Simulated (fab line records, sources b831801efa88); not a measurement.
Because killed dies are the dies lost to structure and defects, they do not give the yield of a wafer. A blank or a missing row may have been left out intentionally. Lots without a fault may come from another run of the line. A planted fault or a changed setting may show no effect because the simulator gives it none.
The tool behind it: which one? | flow gf180mcu | 39 wafers from 13 lots sampled at 2 of the route's 602 steps

## WHAT THE GAUGES SHOWED, per wafer
GF_V2_OVL_MEAS_15.
lot  | measured     | on         | V2_OVL (nm)
L891 | day 20 13:51 | overlay-02 | 0 -8 -1
L892 | day 20 21:06 | overlay-02 | 2 5 1
L895 | day 22 10:59 | overlay-01 | 2 7 8
L897 | day 23 00:57 | overlay-02 | -1 10 3
L898 | day 23 09:39 | overlay-01 | -3 -2 -3
L899 | day 24 01:02 | overlay-01 | 3 5 8
L900 | day 24 09:56 | overlay-01 | 0 4 -1
L905 | day 25 18:51 | overlay-01 | 7 5 15
L912 | day 27 14:34 | overlay-02 | 8 1 -1
L913 | day 28 01:17 | overlay-02 | -1 -8 -6

## TOOL THAT RAN EACH LOT (tool first, then ch and the chambers of the sampled wafers, then the start)
lot  | GF_VT_IMPLANT_STRIP_42
L891 | plasma asher-02 ch 0,1, day 7 19:15
L892 | plasma asher-01 ch 0,1, day 8 01:04
L895 | plasma asher-01 ch 0,1, day 9 03:07
L897 | plasma asher-01 ch 0,1, day 9 14:19
L898 | plasma asher-02 ch 0, day 9 23:06
L899 | plasma asher-01 ch 0,1, day 10 05:23
L900 | plasma asher-01 ch 0,1, day 10 11:49
L905 | plasma asher-02 ch 0,1, day 11 20:01
L906 | plasma asher-03 ch 0,1, day 12 00:42
L907 | plasma asher-01 ch 0,1, day 12 09:04
L908 | plasma asher-02 ch 0,1, day 12 12:40
L912 | plasma asher-01 ch 0,1, day 13 16:52
L913 | plasma asher-01 ch 0,1, day 14 01:37
- GF_VT_IMPLANT_STRIP_42: strips in O2/N2.

## WHAT THE TOOLS THEMSELVES READ (means of the sampled wafers that have a number; where no wafer has one, the mark that the record gives instead)
GF_VT_IMPLANT_STRIP_42.
lot  | tool            | chamber pressure mTorr (mTorr) | drypump motor current A (A) | heater power w (W) | oes product au (a.u.) | strip time to endpoint s (s)
L891 | plasma asher-02 | 1500.5                         | 5.4                         | 371                | 0.716                 | 12.65
L892 | plasma asher-01 | 1500.5                         | 5.7                         | 291                | 0.717                 | 12.62
L895 | plasma asher-01 | 1500.8                         | 5.7                         | 291                | 0.714                 | 12.62
L897 | plasma asher-01 | 1501.5                         | 5.4                         | 282                | 0.712                 | 12.58
L898 | plasma asher-02 | 1499.0                         | 5.6                         | 366                | 0.717                 | 12.66
L899 | plasma asher-01 | 1498.4                         | 5.7                         | 294                | 0.714                 | 12.67
L900 | plasma asher-01 | 1499.4                         | 5.7                         | 295                | 0.718                 | 12.64
L905 | plasma asher-02 | 1501.1                         | 5.3                         | 359                | 0.715                 | 12.64
L906 | plasma asher-03 | -                              | -                           | -                  | -                     | -
L907 | plasma asher-01 | -                              | -                           | -                  | -                     | -
L908 | plasma asher-02 | -                              | -                           | -                  | -                     | -
L912 | plasma asher-01 | 1500.2                         | 5.3                         | 284                | 0.714                 | 12.62
L913 | plasma asher-01 | 1500.1                         | 5.7                         | 294                | 0.720                 | 12.64

## THE ANSWER, worked out from the rows above alone
Rule: usual is defined by the lots themselves. The widest of any qualifying gaps counts: lots, ordered by their means at a reading, are off when they make up no more than a third of the lots, leave a main group of 4 or more, and stand apart from it by 3 or more times the standard deviation of that group's means. Not used: any main group whose means are identical at the precision the tables above print for the reading. A lot without any number at a reading at which 4 lots or more have one is off too. All remaining lots with rows at the step are treated as sound. The gauges are gone through in route order, then the tools' own readings, and for those a lot's mean is taken as printed above. The first step at which some lot is off is used, and at that step the reading that is off furthest; a lot without a number counts as furthest.
Off: L906, L907, L908 (GF_VT_IMPLANT_STRIP_42, chamber pressure mTorr). Without a number there: L906, L907, L908. For the main group the mean is 1500.2 mTorr and the standard deviation 0.91.
If a tool, at that step or one of the process steps before it, ran each lot that is off and ran no sound lot following the first of them, it fits. Not one of the candidates tried fits.

## WHAT THE SIMULATOR PUT IN
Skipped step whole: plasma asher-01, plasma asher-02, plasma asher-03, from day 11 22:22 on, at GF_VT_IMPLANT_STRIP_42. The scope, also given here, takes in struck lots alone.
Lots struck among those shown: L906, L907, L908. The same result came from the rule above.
